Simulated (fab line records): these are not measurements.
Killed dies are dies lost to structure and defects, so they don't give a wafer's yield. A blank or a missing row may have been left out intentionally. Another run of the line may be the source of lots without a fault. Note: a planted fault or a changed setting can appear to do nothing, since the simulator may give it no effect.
Split-lot trial | flow gf180mcu | 5 lots, 23 wafers read, on a route of 602 steps

ON THE SPLIT
At GF_HV_LDD_DEVELOP_18 (develop time 60 s), the setting developTimeS was moved away from the recipe's 60 s on 7 of the 23 wafers read, by -10.7% to +5.3%. This setting was run at the recipe's value on the other wafers.

Between the split and the reading, the file records no step.

THE READING
At GF_HV_LDD_CD_MEAS_19: cdNm in nanometres, against a target cd of 400 nm. Fault-free wafers of this fab line usually give 400.5 nm, standard deviation 2.2 nm.

wafer  | tool, chamber at the split | developTimeS as run, s | against the recipe | cdNm, nm | against lot-mates on the recipe
L075.1 | lithoTrack-03, 0           | 63.16                  | +5.3%              | 405.7    | +4.1
L075.2 | lithoTrack-03, 0           | 63.16                  | +5.3%              | 406.3    | +4.7
L075.3 | lithoTrack-03, 0           | 60                     | recipe             | 399.8    | -
L075.5 | lithoTrack-03, 0           | 60                     | recipe             | 401.4    | -
L075.6 | lithoTrack-03, 0           | 60                     | recipe             | 403.7    | -
L077.1 | lithoTrack-01, 0           | 60                     | recipe             | 402.9    | -
L077.2 | lithoTrack-01, 0           | 60                     | recipe             | 404.6    | -
L077.5 | lithoTrack-01, 0           | 60                     | recipe             | 403.1    | -
L082.1 | lithoTrack-01, 0           | 60                     | recipe             | 403.4    | -
L082.2 | lithoTrack-01, 0           | 60                     | recipe             | 400.6    | -
L082.4 | lithoTrack-01, 0           | 60                     | recipe             | 399.5    | -
L082.5 | lithoTrack-01, 0           | 60                     | recipe             | 401.6    | -
L082.6 | lithoTrack-01, 0           | 60                     | recipe             | 402.1    | -
L083.1 | lithoTrack-01, 0           | 60                     | recipe             | 397.3    | -
L083.2 | lithoTrack-01, 0           | 60                     | recipe             | 397.5    | -
L083.3 | lithoTrack-01, 0           | 62.78                  | +4.6%              | 401.1    | +3.4
L083.5 | lithoTrack-01, 0           | 60                     | recipe             | 398.3    | -
L083.6 | lithoTrack-01, 0           | 62.78                  | +4.6%              | 404.1    | +6.4
L084.1 | lithoTrack-01, 0           | 53.61                  | -10.7%             | 393.7    | -10.4
L084.3 | lithoTrack-01, 0           | 53.61                  | -10.7%             | 394.1    | -10.0
L084.4 | lithoTrack-01, 0           | 53.61                  | -10.7%             | 392.6    | -11.5
L084.5 | lithoTrack-01, 0           | 60                     | recipe             | 404.5    | -
L084.6 | lithoTrack-01, 0           | 60                     | recipe             | 403.7    | -

FIT RESULTS
A straight line over all 23 wafers: cdNm changes by +0.711 nm for each +1% of developTimeS; r = +0.82; the points scatter about the line by 2.2 nm.
The same after taking each lot's own level away (the mean of its wafers on the recipe; 23 wafers): +0.981 nm for each +1%; r = +0.97; scatter 1.1 nm.
According to that fit, moving developTimeS by its largest amount changes the reading by 10 nm.
The lots' own levels span 397.70 to 404.10 nm, that is 2.9 times the standard deviation above.
Hence the slope depends on the lot-to-lot level, as the two fits are not the same.
Check: for one of the wafers moved furthest among these (-10.7%), held out of the fit, the line's prediction against its lot-mates is -10.6 nm. Against them it came out at -10.4 nm.

ADDITIONAL SPLITS CARRIED BY THESE WAFERS
These wafers also went through other splits before the reading. Each is held against what the fit with the lots' levels taken away leaves over:
other split on the same wafers | wafers away from the commonest value | r with cdNm (lot level and that fit taken away)
GF_HV_LDD_IMPLANT_09 doseCm2   | 5                                    | +0.11

FILE'S OWN FIT
cdNm changes by +0.977 nm for each +1% of developTimeS, r = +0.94.
